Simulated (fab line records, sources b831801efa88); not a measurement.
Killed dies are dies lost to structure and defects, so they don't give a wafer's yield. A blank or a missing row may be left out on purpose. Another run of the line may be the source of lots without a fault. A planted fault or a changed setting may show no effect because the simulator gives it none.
A lot that was struck, set against a sound lot | flow sky130 | 44 steps out of a route of 708
Sound: wafers L997.2, L997.4, L997.6. Struck: wafers L109.1, L109.5. (L109.2 of the same lot was not struck and is left out.) The cause comes at the end.
For every step that has rows: the tool of each side, followed by ch and its chambers, followed by its first start. Under that, the readings that differ: sound wafers | struck wafers | difference of the means | sigmas: that difference in standard deviations of wafers without a fault.
alike: readings with means less than 2 such deviations apart, plus words and numbers identical on both sides. not compared: withheld readings, readings lacking a value on some wafer, bounds such as >300 that could conceal the same value, and numbers that have no deviation in the record and whose values overlap.
A row with sigmas, a row that says differs or no value, or rows on one side alone: a step with any of these is where the two part. Numbers that don't overlap but have no deviation are shown without sigmas and don't part them. A reading that every wafer of one side lacks parts them only if that side has two wafers or more.

first, 2 steps without rows for these wafers: SKY_VIA2_CLEAN_18 (cleans in IPA, time 180 s); SKY_VIA2_CLEAN_19 (cleans in O3/DIW).
SKY_VIA2_SPUTTER_20: material TiN, target thk 20 nm, time 80 s.
  sound on pvd_sputter-01, day 37 07:28; struck on pvd_sputter-03, day 41 04:11
  alike: cathode_dc_power_W, throttle_valve_pct
SKY_VIA2_CVD_21: deposits W, target thk 420 nm, time 126.4 s.
  sound on cvd_w-01 ch 0,1, day 37 07:32; struck on cvd_w-01 ch 0, day 41 04:14
  alike: heater_power_w
  not compared: since_wet_clean_h
SKY_VIA2_RS_MEAS_22: the measuring method here is four-point-probe.
  sound on film_metro-01, day 37 07:41; struck on film_metro-03, day 41 04:22
  alike: VIA2_W_RS
SKY_VIA2_THK_MEAS_23: measures by xrf.
  sound on film_metro-01, day 37 07:47; struck on film_metro-03, day 41 04:29
  alike: VIA2_W_THK
then, 2 steps without rows for these wafers: SKY_VIA2_CMP_24 (polishes, stops on SiO2, t overpolish 20 s, target thk 0 nm); SKY_METAL3_SPUTTER_00 (material Ti, target thk 15 nm, time 10 s).
SKY_METAL3_SPUTTER_01: material TiN, target thk 20 nm, time 16.7 s.
  sound on pvd_sputter-04, day 37 08:10; struck on pvd_sputter-03, day 41 04:52
  alike: cathode_dc_power_W, throttle_valve_pct
then, 3 steps without rows for these wafers: SKY_METAL3_SPUTTER_02 (material AlCu, target thk 735 nm, time 39.1 s); SKY_METAL3_SPUTTER_03 (material Ti, target thk 5 nm, time 3.3 s); SKY_METAL3_SPUTTER_04 (material TiN, target thk 70 nm, time 58.3 s).
SKY_CAPM_CVD_00: deposits SiO2, target thk 15.5 nm.
  sound on pecvd-02 ch 0,1,2, day 37 08:17; struck on pecvd-01 ch 0,2, day 41 05:00
  reading                               | sound             | struck      | difference | sigmas
  model.SiO2_of_CAPM_CVD_00.thk_nm (nm) | 15.34 15.68 15.72 | 26.68 27.26 | +11.39     |
  alike: heater_power_w
SKY_CAPM_THK_MEAS_01:
  sound on film_metro-03, day 37 08:20; struck on film_metro-04, day 41 05:02
  reading              | sound             | struck      | difference | sigmas
  CAPM_CVD_00_THK (nm) | 15.32 15.64 15.79 | 26.68 27.24 | +11.38     | +52
SKY_CAPM_SPUTTER_02: material TiN, target thk 200 nm, time 166.7 s.
  sound on pvd_sputter-02, day 37 08:23; struck on pvd_sputter-01, day 41 05:05
  alike: cathode_dc_power_W, substrate_temp_c, throttle_valve_pct
SKY_CAPM_RS_MEAS_03: the measuring method here is four-point-probe.
  sound on film_metro-04, day 37 08:31; struck on film_metro-03, day 41 05:11
  alike: CAPM_TIN_RS
SKY_CAPM_THK_MEAS_04: measures by xrf.
  sound on film_metro-04, day 37 08:37; struck on film_metro-03, day 41 05:19
  alike: CAPM_TIN_THK
then, 7 steps without rows for these wafers: SKY_CAPM_DEHYDRATE_05 (time 60 s); SKY_CAPM_HMDS_06 (prime time 60 s); SKY_CAPM_COAT_07 (resist thk 1140 nm); SKY_CAPM_SOFTBAKE_08 (time 60 s); SKY_CAPM_EXPOSE_09 (exposes mask CAPM, target cd 1000 nm); SKY_CAPM_PEB_10; SKY_CAPM_DEVELOP_11 (develop time 60 s).
SKY_CAPM_OVL_MEAS_12:
  sound on overlay-02, day 38 09:10; struck on overlay-01, day 42 04:42
  alike: CAPM_OVL
then, 13 steps without rows for these wafers: SKY_CAPM_METAL_ETCH_13 (etches TiN in Cl2/BCl3, stops on SiO2, target depth 220 nm, time 62.9 s); SKY_CAPM_STRIP_14 (strips in O2/N2); SKY_CAPM_STRIP_15 (strips in post etch residue remover, time 1200 s); SKY_CAPM_CLEAN_16 (cleans in IPA, time 180 s); SKY_CAPM_CLEAN_17 (cleans in O3/DIW); SKY_METAL3_DEHYDRATE_05 (time 60 s); SKY_METAL3_HMDS_06 (prime time 60 s); SKY_METAL3_COAT_07 (resist thk 60 nm); SKY_METAL3_COAT_08 (resist thk 1140 nm); SKY_METAL3_SOFTBAKE_09 (time 90 s); SKY_METAL3_EXPOSE_10 (exposes mask MM3, target cd 300 nm); SKY_METAL3_PEB_11; SKY_METAL3_DEVELOP_12 (develop time 60 s).
SKY_METAL3_CD_MEAS_13 targets a cd of 300 nm.
  sound on cd_sem-01, day 39 11:22; struck on cd_sem-02, day 43 03:55
  alike: cd_nm
SKY_METAL3_OVL_MEAS_14:
  sound on overlay-01, day 39 11:29; struck on overlay-01, day 43 04:02
  alike: METAL3_OVL
SKY_METAL3_DESCUM_15: chemistry O2, time 8 s.
  sound on rie_metal-03 ch 1, day 39 11:31; struck on rie_metal-03 ch 0,1, day 43 04:04
  alike: drypump_motor_current_A, oes_product_au
  not compared: rf_hours_counter_h
then, 1 step without rows for these wafers: SKY_METAL3_ETCH_16 (etches BARC in N2/H2, stops on SiO2, time 88.2 s, target depth 60 nm).
SKY_METAL3_ETCH_17: etches SiO2 in C4F8/O2/Ar, stops on TiN, time 3.9 s, target depth 15 nm.
  sound on rie_diel-04 ch 0,1,3, day 39 11:38; struck on rie_diel-01 ch 0,1, day 43 04:12
  reading                  | sound             | struck      | difference | sigmas
  oes_product_au (a.u.)    | 0.746 0.756 0.745 | 1.004 1.006 | +0.256     | +35
  model.etch.depth_nm (nm) | 15.34 15.68 15.72 | 25.8 25.35  | +10.0      |
  not compared: rf_hours_counter_h
-- the record jumps here: 6 days lie between the struck wafers' starts before and after (it left off in module METAL3 and takes up again in module PAD_OPEN, whose first step shown is number 708 of the route) --
SKY_PAD_OPEN_PROBE_99:
  sound on prober-01, day 46 17:29; struck on prober-02, day 49 16:09
  reading                                  | sound             | struck      | difference | sigmas
  model.etest.tester.sort_n_pass           | 405 416 404       | 0 0         | -408       |
  model.etest.tester.sort_yield_pct (%)    | 82.32 84.55 82.11 | 0 0         | -83        |
  model.etest.tester.sort_bin_3_pct (%)    | 0.813 1.22 0.6098 | 74.27 82.12 | +77.31     |
  model.etest.cap_ono.short                | 0 0 0             | 1 1         | +1         |
  model.etest.diode_ndiff_pwell.over_limit | 0 0 0             | 1 1         | +1         |
  model.etest.pfet_01v8_hvt.over_limit     | 0 0 0             | 1 1         | +1         |
  model.etest.diode_nwell_sub.over_limit   | 0 0 0             | 1 1         | +1         |
  model.etest.diode_dnwell_sub.over_limit  | 0 0 0             | 1 1         | +1         |
  alike: defect_limited_yield, killed_at_M0_to_M3, killed_at_M4_up, killed_at_contacts, killed_at_front_end, killed_at_other, killed_dies, killed_open, killed_short

== WHERE THEY PART ==
Last at SKY_METAL3_ETCH_17 as far as this record goes, first at SKY_CAPM_THK_MEAS_01. Later steps at which nothing parts them and some readings are alike: SKY_PAD_OPEN_PROBE_99.

WHY: what had been put in by the simulator
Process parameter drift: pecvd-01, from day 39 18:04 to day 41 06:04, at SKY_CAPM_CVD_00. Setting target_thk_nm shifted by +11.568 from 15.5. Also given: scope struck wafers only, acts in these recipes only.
